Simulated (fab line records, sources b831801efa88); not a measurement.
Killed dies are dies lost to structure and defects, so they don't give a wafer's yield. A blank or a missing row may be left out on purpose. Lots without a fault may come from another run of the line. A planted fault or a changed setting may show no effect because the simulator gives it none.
Which tool did it? | flow gf180mcu | 13 lots, 39 wafers sampled, at 2 steps of a route of 602

WHAT THE GAUGES READ, wafer by wafer
GF_CONTACT_CD_MEAS_14: target cd 220 nm.
lot  | measured     | on        | cd_nm (nm)
L100 | day 16 00:30 | cd_sem-02 | 221.4 221.2 221.9
L101 | day 16 04:43 | cd_sem-01 | 220.1 220.4 219.5
L102 | day 16 19:42 | cd_sem-02 | 219.1 219.1 220.6
L103 | day 17 05:25 | cd_sem-02 | 219.2 217.0 218.8
L104 | day 17 11:20 | cd_sem-02 | 222.1 221.2 220.9
L105 | day 17 21:10 | cd_sem-01 | 218.8 218.0 217.7
L107 | day 18 16:32 | cd_sem-02 | 219.0 218.1 219.0
L108 | day 19 04:25 | cd_sem-01 | 219.6 217.1 218.4
L112 | day 20 15:04 | cd_sem-01 | 220.8 220.8 220.5
L115 | day 22 02:35 | cd_sem-01 | 218.5 219.4 217.2
L117 | day 22 12:59 | cd_sem-02 | 219.3 221.7 220.8
L119 | day 23 03:54 | cd_sem-02 | 217.8 218.8 220.8
L122 | day 24 00:22 | cd_sem-02 | 218.8 219.2 220.1

GF_CONTACT_RS_MEAS_25: measures by four-point-probe.
lot  | measured     | on            | CONTACT_W_RS (ohm/sq)
L100 | day 16 01:19 | film_metro-03 | 0.388 0.378 0.391
L101 | day 16 05:32 | film_metro-03 | 0.387 0.385 0.391
L102 | day 16 20:32 | film_metro-04 | 0.378 0.375 0.382
L103 | day 17 06:16 | film_metro-04 | 0.395 0.394 0.394
L104 | day 17 12:12 | film_metro-04 | 0.387 0.385 0.385
L105 | day 17 22:04 | film_metro-03 | 0.386 0.389 0.382
L107 | day 18 17:22 | film_metro-03 | 0.378 0.381 0.377
L108 | day 19 05:14 | film_metro-04 | 0.381 0.378 0.382
L112 | day 20 15:53 | film_metro-04 | 0.384 0.386 0.398
L115 | day 22 03:24 | film_metro-02 | 0.386 0.379 0.375
L117 | day 22 13:49 | film_metro-04 | 0.369 0.373 0.373
L119 | day 23 04:44 | film_metro-03 | 0.390 0.388 0.377
L122 | day 24 01:11 | film_metro-02 | 0.374 0.386 0.376

WHICH TOOL RAN EACH LOT (tool, then ch and the chambers of the sampled wafers, then the start)
The record holds no process step before these readings.

WHAT THE TOOLS THEMSELVES READ (means of the sampled wafers that have a number; where no wafer has one, the mark that the record gives instead)
The record holds no such reading with a usual standard deviation.

THE ANSWER, worked out from the rows above alone
Rule: what is usual is taken from the lots themselves. Put in order of their means at a reading, lots are off if they are a third of the lots or fewer, leave a main group of 4 or more, and stand apart from it by a gap of 3 or more times the standard deviation of the main group's means; of several such gaps the widest counts. A main group whose means are all the same, to the digits that the tables above print for the reading, isn't used. A lot without any number at a reading at which 4 lots or more have one is off too. The other lots that the step has rows for count as sound. The gauges are gone through in route order, then the tools' own readings, and for those a lot's mean is taken as printed above. The first step at which some lot is off is used, and at that step the reading that is off furthest; a lot without a number counts as furthest.
No lot is off at any reading shown: from this, nothing can be told.

WHAT THE SIMULATOR HAD PUT IN
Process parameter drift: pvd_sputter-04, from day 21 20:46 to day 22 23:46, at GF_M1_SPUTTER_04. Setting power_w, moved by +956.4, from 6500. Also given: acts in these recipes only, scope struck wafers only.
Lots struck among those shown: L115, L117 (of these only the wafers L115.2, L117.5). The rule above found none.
